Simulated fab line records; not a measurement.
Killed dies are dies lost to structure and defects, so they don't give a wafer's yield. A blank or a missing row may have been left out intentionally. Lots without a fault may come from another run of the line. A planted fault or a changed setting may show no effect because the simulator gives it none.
Which tool is to blame? | flow gf180mcu | Sampling: 6 lots, 18 wafers, 3 of 602 route steps

## WHAT THE GAUGES READ, wafer by wafer
GF_SAB_OVL_MEAS_10.
lot  | measured     | on         | SAB_OVL (nm)
L136 | day 15 17:25 | overlay-02 | 0.4 0.0 -0.7
L140 | day 16 19:20 | overlay-02 | 1.4 -0.8 -0.4
L142 | day 17 14:05 | overlay-02 | 2.2 1.2 1.9
L149 | day 20 09:38 | overlay-02 | -1.5 -0.5 -1.3
L151 | day 20 19:37 | overlay-01 | -1.0 -0.5 -1.6
L156 | day 22 16:17 | overlay-01 | -1.9 -0.3 -3.2

## TOOL THAT RAN EACH LOT (tool first, then ch and the chambers of the sampled wafers, then the start)
lot  | GF_PSD_COAT_02                    | GF_PSD_STRIP_10
L136 | litho track-04 ch 0, day 14 08:52 | plasma asher-02 ch 0,1, day 14 19:42
L140 | litho track-04 ch 0, day 15 09:16 | plasma asher-04 ch 0,1, day 15 20:49
L142 | litho track-03 ch 0, day 16 03:42 | plasma asher-02 ch 0,1, day 16 14:53
L149 | litho track-01 ch 0, day 18 20:02 | plasma asher-01 ch 0,1, day 19 08:31
L151 | litho track-03 ch 0, day 19 05:37 | plasma asher-04 ch 0,1, day 19 18:23
L156 | litho track-01 ch 0, day 21 04:02 | plasma asher-04 ch 0,1, day 21 16:30
- GF_PSD_COAT_02: resist thk 1000 nm.
- GF_PSD_STRIP_10: strips in O2/N2.

## THE ANSWER, worked out from the rows above alone
Rule: the usual values come from the lots themselves. The widest of any qualifying gaps counts: lots, ordered by their means at a reading, are off when they make up no more than a third of the lots, leave a main group of 4 or more, and stand apart from it by 3 or more times the standard deviation of that group's means. If all means in a main group match to the digits the tables above print for the reading, that group is not used. A lot without any number at a reading at which 4 lots or more have one is off too. Any other lot the step has rows for is counted as sound.
Across all readings shown, no lot is off: no conclusion can be drawn from this.

## WHAT WAS PUT IN BY THE SIMULATOR
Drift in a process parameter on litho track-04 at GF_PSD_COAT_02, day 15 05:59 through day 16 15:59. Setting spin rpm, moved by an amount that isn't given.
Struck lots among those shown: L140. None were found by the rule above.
